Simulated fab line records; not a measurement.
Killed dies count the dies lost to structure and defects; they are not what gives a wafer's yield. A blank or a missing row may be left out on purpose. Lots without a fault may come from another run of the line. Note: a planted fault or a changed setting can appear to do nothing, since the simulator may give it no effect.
Which tool was responsible? + flow gf180mcu + 18 wafers sampled from 6 lots at 1 step of a route of 602

WHAT THE GAUGES SHOWED, per wafer
GF_POLY_GATE_THK_MEAS_01.
| lot  | measured     | on            | POLY_GATE_CVD_00_THK (nm) |
|------|--------------|---------------|---------------------------|
| L507 | day 8 22:39  | film metro-03 | 203.1 201.2 202.1         |
| L511 | day 9 21:47  | film metro-03 | 204.0 201.7 202.3         |
| L513 | day 10 11:53 | film metro-02 | 198.4 197.9 198.8         |
| L517 | day 11 17:10 | film metro-02 | 200.4 197.9 198.9         |
| L524 | day 13 19:53 | film metro-03 | 202.5 202.6 204.0         |
| L527 | day 14 11:21 | film metro-03 | 195.6 198.5 196.1         |

WHICH TOOL RAN EACH LOT (tool, then ch and the chambers of the sampled wafers, then the start)
There is no process step in the record ahead of these readings.

THE ANSWER, worked out from the rows above alone
Rule: what is usual is taken from the lots themselves. Put in order of their means at a reading, lots are off if they are a third of the lots or fewer, leave a main group of 4 or more, and stand apart from it by a gap of 3 or more times the standard deviation of the main group's means; of several such gaps the widest counts. Not used: any main group whose means are identical at the precision the tables above print for the reading. A lot without any number at a reading at which 4 lots or more have one is off too. Where the step has rows for the other lots, those lots are counted as sound.
No lot is off at any reading shown: from this, nothing can be told.

WHAT WAS PUT IN BY THE SIMULATOR
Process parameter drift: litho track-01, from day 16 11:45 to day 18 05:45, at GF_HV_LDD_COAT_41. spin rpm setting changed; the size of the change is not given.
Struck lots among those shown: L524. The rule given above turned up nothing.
